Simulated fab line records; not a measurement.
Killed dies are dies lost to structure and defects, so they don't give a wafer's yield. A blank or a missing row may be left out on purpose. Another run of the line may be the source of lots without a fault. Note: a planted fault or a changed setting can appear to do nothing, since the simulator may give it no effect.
Which of the tools did it? :: flow gf180mcu :: 6 lots with 18 wafers sampled at 3 steps, on a route of 602 steps

== WHAT THE GAUGES SHOWED, per wafer ==
GF_PSD_RS_MEAS_14: measurement is done with a four-point probe.
lot: L460
measured: day 14 17:08
on: film-metro-03
NSD_RS (ohm/sq): 46.00 46.04 46.02

lot: L462
measured: day 15 22:44
on: film-metro-03
NSD_RS (ohm/sq): 46.07 45.94 45.96

lot: L464
measured: day 16 11:40
on: film-metro-02
NSD_RS (ohm/sq): 46.22 46.18 46.06

lot: L466
measured: day 17 03:22
on: film-metro-02
NSD_RS (ohm/sq): 46.18 46.16 46.25

lot: L469
measured: day 18 11:32
on: film-metro-03
NSD_RS (ohm/sq): 46.04 46.14 46.06

lot: L473
measured: day 19 17:52
on: film-metro-03
NSD_RS (ohm/sq): 47.12 47.31 47.30

== WHAT TOOL EACH LOT RAN ON (gives the tool, then ch and the chambers of the sampled wafers, and finally the start) ==
lot: L460
GF_POLY_GATE_STRIP_14: plasma-asher-01 ch 0,1, day 9 17:37
GF_NSD_IMPLANT_10: implanter-03 ch 0, day 13 20:05

lot: L462
GF_POLY_GATE_STRIP_14: plasma-asher-04 ch 0,1, day 10 16:46
GF_NSD_IMPLANT_10: implanter-02 ch 0, day 15 00:29

lot: L464
GF_POLY_GATE_STRIP_14: plasma-asher-02 ch 0,1, day 11 03:02
GF_NSD_IMPLANT_10: implanter-03 ch 0, day 15 12:34

lot: L466
GF_POLY_GATE_STRIP_14: plasma-asher-02 ch 0,1, day 11 17:50
GF_NSD_IMPLANT_10: implanter-02 ch 0, day 16 04:35

lot: L469
GF_POLY_GATE_STRIP_14: plasma-asher-01 ch 0,1, day 12 14:29
GF_NSD_IMPLANT_10: implanter-02 ch 0, day 17 11:29

lot: L473
GF_POLY_GATE_STRIP_14: plasma-asher-04 ch 0,1, day 13 19:34
GF_NSD_IMPLANT_10: implanter-02 ch 0, day 18 16:35
- GF_POLY_GATE_STRIP_14: strips in O2/N2.
- GF_NSD_IMPLANT_10

== THE ANSWER, worked out from the rows above alone ==
Rule: usual is defined by the lots themselves. Put in order of their means at a reading, lots are off if they are a third of the lots or fewer, leave a main group of 4 or more, and stand apart from it by a gap of 3 or more times the standard deviation of the main group's means; of several such gaps the widest counts. The tables above print the reading to a certain number of digits; a main group whose means all agree to those digits is not used. A lot without any number at a reading at which 4 lots or more have one is off too. Any other lot the step has rows for is counted as sound.
Off: L473, seen at GF_PSD_RS_MEAS_14 (NSD_RS). Main group: mean 46.09 ohm/sq, sd 0.078.
A tool fits if, at a process step before that reading, it ran every lot that is off, and no sound lot after the first of them. Gauges at GF_PSD_RS_MEAS_14: tried the same way as those tools. Can't be told from this: 3 tools fit, plasma-asher-04 at GF_POLY_GATE_STRIP_14, implanter-02 at GF_NSD_IMPLANT_10, film-metro-03 at GF_PSD_RS_MEAS_14.

== WHAT THE SIMULATOR PUT IN ==
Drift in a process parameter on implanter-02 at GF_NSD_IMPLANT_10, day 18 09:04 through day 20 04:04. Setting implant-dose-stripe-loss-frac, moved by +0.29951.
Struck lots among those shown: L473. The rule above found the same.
